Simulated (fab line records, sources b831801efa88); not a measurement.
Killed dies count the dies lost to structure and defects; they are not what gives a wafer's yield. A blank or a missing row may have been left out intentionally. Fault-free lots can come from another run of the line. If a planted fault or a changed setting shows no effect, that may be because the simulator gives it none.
A struck lot beside a sound one    flow sky130    17 out of 708 route steps
Sound: the wafers L737.1, L737.4, L737.6. The struck wafers were L744.1, L744.2, L744.6. The cause comes at the end.
At each step with rows: each side's tool, then ch and its chambers, then its first start. Under that, the readings that differ: sound wafers    struck wafers    difference of the means    sigmas: that difference in standard deviations of wafers without a fault.
alike: same words and numbers on both sides, and readings whose means sit less than 2 such deviations apart. not compared: any withheld reading, any reading some wafer has no value for, any bound like >300 that may hide the same value, and any number with overlapping values for which the record gives no deviation.
Wherever a step has rows on one side only, a row that says differs or no value, or a row with sigmas, the two part there. Non-overlapping numbers with no deviation appear without sigmas and do not part them. Lack of a reading on every wafer of one side parts them only where that side has two or more wafers.

first, 3 steps without rows for these wafers: SKY_LI_CONTACT_EXPOSE_09 (exposes mask LICM1, target cd 170 nm); SKY_LI_CONTACT_PEB_10; SKY_LI_CONTACT_DEVELOP_11 (develop time 60 s).
SKY_LI_CONTACT_CD_MEAS_12 targets a cd of 170 nm.
  sound on cd sem-02, day 28 15:44; struck on cd sem-01, day 31 15:22
reading     sound              struck             difference  sigmas
cd nm (nm)  168.4 165.6 167.0  170.5 171.9 171.1  +4.2        +3
SKY_LI_CONTACT_OVL_MEAS_13:
  sound on overlay-02, day 28 15:51; struck on overlay-02, day 31 15:29
  alike: LI_CONTACT_OVL
then, 1 step without rows for these wafers: SKY_LI_CONTACT_ETCH_14 (etches BARC in N2/H2, stops on SiO2, time 45.9 s, target depth 60 nm).
SKY_LI_CONTACT_ETCH_15: etches PSG in C4F8/O2/Ar, stops on Si, target depth 600 nm.
  sound on rie diel-03 ch 0,2, day 28 15:56; struck on rie diel-02 ch 2,3, day 31 15:34
  alike: bias w, oes product au
SKY_LI_CONTACT_STRIP_16: strips in O2/N2.
  sound on plasma asher-03 ch 0,1, day 28 16:01; struck on plasma asher-01 ch 0,1, day 31 15:38
  alike: drypump motor current A, oes product au, strip time to endpoint s
  not compared: rf hours counter h
then, 2 steps without rows for these wafers: SKY_LI_CONTACT_CLEAN_17 (cleans in NMP, time 600 s); SKY_LI_CONTACT_PRE_CLEAN_18 (time 5.6 s).
SKY_LI_CONTACT_SPUTTER_19: material Ti, target thk 20 nm, time 106.37 s.
  sound on pvd sputter-01, day 28 16:19; struck on pvd sputter-02, day 31 15:56
  alike: cathode dc power W, throttle valve pct
SKY_LI_CONTACT_SPUTTER_20: material TiN, target thk 20 nm, time 80 s.
  sound on pvd sputter-01, day 28 16:23; struck on pvd sputter-02, day 31 16:01
  alike: cathode dc power W, throttle valve pct
SKY_LI_CONTACT_CVD_21: deposits W, target thk 400 nm, time 120.56 s.
  sound on cvd w-02 ch 0,1, day 28 16:27; struck on cvd w-02 ch 0,1, day 31 16:04
reading                                   sound                 struck                difference  sigmas
susceptor temp C (C)                      400.06 399.97 400.21  403.24 403.57 403.13  +3.23       +14
model.W_of_LI_CONTACT_CVD_21.thk nm (nm)  402.2 396.6 399.5     432.8 426.9 425.4     +28.9       
  alike: heater power w
SKY_LI_CONTACT_RS_MEAS_22: a four-point-probe measurement.
  sound on film metro-01, day 28 16:34; struck on film metro-02, day 31 16:12
reading                   sound              struck             difference  sigmas
LI_CONTACT_W_RS (ohm/sq)  0.283 0.287 0.286  0.263 0.267 0.268  -0.019      -6
SKY_LI_CONTACT_THK_MEAS_23: measures by xrf.
  sound on film metro-01, day 28 16:41; struck on film metro-02, day 31 16:19
reading                sound        struck       difference  sigmas
LI_CONTACT_W_THK (nm)  410 405 404  436 432 433  +27         +5
SKY_LI_CONTACT_CMP_24: polishes, stops on PSG, t overpolish 20 s, target thk 0 nm.
  sound on cmp-02 ch 2,3, day 28 16:45; struck on cmp-02 ch 0,2, day 31 16:23
  alike: motor current A
SKY_PAD_OPEN_PROBE_99:
  sound wafers here have rows in the record (prober-01, day 45 12:15); struck ones have none

== WHERE THEY PART ==
At SKY_LI_CONTACT_CD_MEAS_12 first; at SKY_PAD_OPEN_PROBE_99 last (within this record only).

WHY: the cause the simulator had injected
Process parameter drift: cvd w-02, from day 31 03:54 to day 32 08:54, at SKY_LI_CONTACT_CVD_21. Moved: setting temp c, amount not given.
